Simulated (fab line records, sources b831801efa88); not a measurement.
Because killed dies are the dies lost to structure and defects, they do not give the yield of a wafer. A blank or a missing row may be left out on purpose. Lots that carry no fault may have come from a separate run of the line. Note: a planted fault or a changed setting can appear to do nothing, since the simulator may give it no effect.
Comparing a struck lot with a sound one ; flow gf180mcu ; 19 steps out of a route of 602
Sound: the wafers L600.3, L600.4, L600.6. The struck wafers were L614.3, L614.4, L614.5. The cause comes at the end.
Each step with rows lists, per side, the tool, then ch with its chambers, then its first start. Under that, the readings that differ: sound wafers ; struck wafers ; difference of the means ; sigmas: that difference in standard deviations of wafers without a fault.
alike: a reading whose means differ by less than 2 such deviations, as well as words and numbers matching on both sides. not compared: withheld readings; readings where some wafer has no value; bounds like >300 that might hide an equal value; numbers whose values overlap and for which the record gives no deviation.
A row with sigmas, a row that says differs or no value, or rows on one side alone: a step with any of these is where the two part. Numbers that don't overlap but have no deviation are shown without sigmas and don't part them. Lack of a reading on every wafer of one side parts them only where that side has two or more wafers.

first, 1 step without rows for these wafers: GF_POLY_GATE_DEVELOP_09 (develop time 60 s).
GF_POLY_GATE_CD_MEAS_10 targets a cd of 280 nm.
  sound: cdSem-02 at day 10 04:17; struck: cdSem-01 at day 14 15:05
  alike: cdNm
GF_POLY_GATE_OVL_MEAS_11:
  sound: overlay-01 at day 10 04:23; struck: overlay-01 at day 14 15:11
  alike: POLY_GATE_OVL
GF_POLY_GATE_ETCH_12: etches BARC in N2/H2.
  sound on rieDiel-01 ch 0,2,3, day 10 04:24; struck on rieDiel-03 ch 0,3, day 14 15:12
  alike: drypumpMotorCurrentA, oesProductAu, throttleValvePct
GF_POLY_GATE_ETCH_13: etches poly-Si in HBr/Cl2, stops on SiO2, target depth 198.5 nm, time 69.6 s.
  sound on rieSi-01 ch 1,2,3, day 10 04:27; struck on rieSi-02 ch 1,2, day 14 15:15
  alike: drypumpMotorCurrentA, heBacksideLeakSccm, oesProductAu, throttleValvePct
  not compared: rfHoursCounterH
GF_POLY_GATE_STRIP_14: strips in O2/N2.
  sound on plasmaAsher-04 ch 0,1, day 10 04:32; struck on plasmaAsher-03 ch 0,1, day 14 15:20
  alike: drypumpMotorCurrentA, heaterPowerW, oesProductAu
  not compared: rfHoursCounterH
then, 2 steps without rows for these wafers: GF_POLY_GATE_CLEAN_15 (cleans in SC1/SC2, time 150 s); GF_POLY_GATE_OXIDATION_16 (stabilise 600 s, purge 300 s, target thk 4 nm).
GF_POLY_GATE_THK_MEAS_17:
  sound: filmMetro-02 at day 10 07:04; struck: filmMetro-02 at day 14 18:30
  alike: POLY_GATE_OXIDATION_THK
GF_POLY_GATE_CD_MEAS_18:
  sound: cdSem-01 at day 10 07:10; struck: cdSem-01 at day 14 18:35
  alike: cdNm
then, 2 steps without rows for these wafers: GF_HV_LDD_DEHYDRATE_00 (time 60 s); GF_HV_LDD_HMDS_01 (prime time 60 s).
GF_HV_LDD_COAT_02: resist thk 1000 nm.
  sound on lithoTrack-03 ch 0, day 10 15:42; struck on lithoTrack-03 ch 0, day 15 05:27
reading;sound;struck;difference;sigmas
spinSpeedRpm (rpm);3002.0 3000.9 3001.5;2940.9 2941.7 2946.2;-58.5;-29
model.NOVOLAK_of_HV_LDD_COAT_02.thkNm (nm);993.9 993.6 993.6;1016 1016 1015;+22;
then, 3 steps without rows for these wafers: GF_HV_LDD_SOFTBAKE_03 (time 60 s); GF_HV_LDD_EXPOSE_04 (exposes mask Nplus LV AREA, target cd 400 nm); GF_HV_LDD_PEB_05.
GF_HV_LDD_DEVELOP_06: develop time 60 s.
  sound on lithoTrack-04 ch 0, day 11 00:57; struck on lithoTrack-04 ch 0, day 15 16:17
reading;sound;struck;difference;sigmas
model.NOVOLAK_of_HV_LDD_COAT_02.thkNm (nm);993.5 993.2 993.2;1015 1015 1014;+21;
  alike: developerTempC
GF_HV_LDD_CD_MEAS_07 targets a cd of 400 nm.
  sound: cdSem-01 at day 11 01:05; struck: cdSem-02 at day 15 16:26
reading;sound;struck;difference;sigmas
cdNm (nm);401.0 401.9 404.0;398.5 396.4 397.7;-4.8;-2
-- here the record skips 18 days between the struck wafers' starts before and after, leaving off in module HV_LDD and picking up in module PASSIVATION (first step shown: number 602 of the route) --
GF_PASSIVATION_PROBE_99:
  record: rows for the struck wafers here (prober-02, day 34 02:14), none for the sound ones

## WHERE THEY PART
Last at GF_PASSIVATION_PROBE_99 as far as this record goes, first at GF_HV_LDD_COAT_02.

WHY: whatever the simulator had introduced
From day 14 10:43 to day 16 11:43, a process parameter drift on lithoTrack-03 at GF_HV_LDD_COAT_02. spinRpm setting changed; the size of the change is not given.
